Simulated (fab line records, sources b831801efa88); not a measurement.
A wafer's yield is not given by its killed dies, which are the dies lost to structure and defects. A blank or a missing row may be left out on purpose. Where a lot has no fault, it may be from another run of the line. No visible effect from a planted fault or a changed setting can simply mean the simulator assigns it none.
A single fault, viewed from 2 desks    flow gf180mcu    only its own numbers are on each desk; what lay behind them is given at the end

## THE TOOL OWNER'S DESK: rtp_anneal-02
At GF_HV_LDD_RTA_52 (time 10 s), the tool's own readings, given per lot that ran on this tool as the mean of the sampled wafers with a number. A lot is out of limits, marked OUT, if its mean lies more than 4 standard deviations from the usual mean; the brackets give that distance.
Columns: A = lamp_power_pct at GF_HV_LDD_RTA_52, usual 34.3 %; B = wafer_temp_C_max at GF_HV_LDD_RTA_52, usual 1005.2
lot   first seen here  A     B
L712  day 14 15:47     37.6  1004.0
L716  day 15 22:21     37.6  1004.3
L717  day 16 03:02     37.6  1004.4
L720  day 17 09:59     37.6  1005.2
L722  day 17 21:29     37.6  1004.7
L727  day 19 18:20     27.8  889.2 (-99 or more) OUT
L729  day 20 00:56     27.8  890.0 (-99 or more) OUT
This desk's verdict: out of limits on L727, L729, starting with L727 at day 19 18:20 (wafer_temp_C_max at GF_HV_LDD_RTA_52). In limits: L712, L716, L717, L720, L722.

## AT THE METROLOGY DESK
Lot by lot, what the gauges showed, no matter which tool ran the lot: averages of those sampled wafers that carry a number. A lot is out of limits, marked OUT, if its mean lies more than 4 standard deviations from the usual mean; the brackets give that distance.
Columns: A = HV_LDD_RS at GF_HV_LDD_RS_MEAS_53, usual 418.9 ohm/sq; B = V2_W_RS at GF_V2_RS_MEAS_24, usual 0.313 ohm/sq
lot   first seen here  A                 B
L712  day 14 15:52     419.9             0.314
L713  day 14 23:10     418.5             0.311
L715  day 15 16:12     417.4             0.311
L716  day 15 22:25     419.6             0.314
L717  day 16 03:07     418.1             0.313
L718  day 16 16:43     418.8             0.316
L719  day 16 23:16     418.5             0.318
L720  day 17 10:04     419.2             0.309
L721  day 17 15:12     420.4             0.314
L722  day 17 21:33     418.3             0.312
L727  day 19 18:24     414.9 (-4.2) OUT  0.313
L729  day 20 01:01     415.0 (-4.1) OUT  0.311
L732  day 21 03:54     417.4             0.311
L733  day 21 09:41     419.5             0.312
Per this desk, out of limits: L727, L729; the first was L727, day 19 18:24 (HV_LDD_RS at GF_HV_LDD_RS_MEAS_53). In limits: L712, L713, L715, L716, L717, L718, L719, L720, L721, L722, L732, L733.

## PUT TOGETHER
On L727, L729, at day 19 18:20, an alarm was possible from the tool owner's desk.
Metrology desk: alarm possible at day 19 18:24 on L727, L729.
The lots listed all ran GF_HV_LDD_RTA_52 on rtp_anneal-02.

## WHAT WAS PUT IN BY THE SIMULATOR
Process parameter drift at GF_HV_LDD_RTA_52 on rtp_anneal-02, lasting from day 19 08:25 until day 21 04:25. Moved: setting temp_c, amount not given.
Struck lots among those shown: L727, L729.
Counting hours from when the fault started, the first reading out of limits came at 10 for the tool owner's desk and at 10 for the metrology desk.
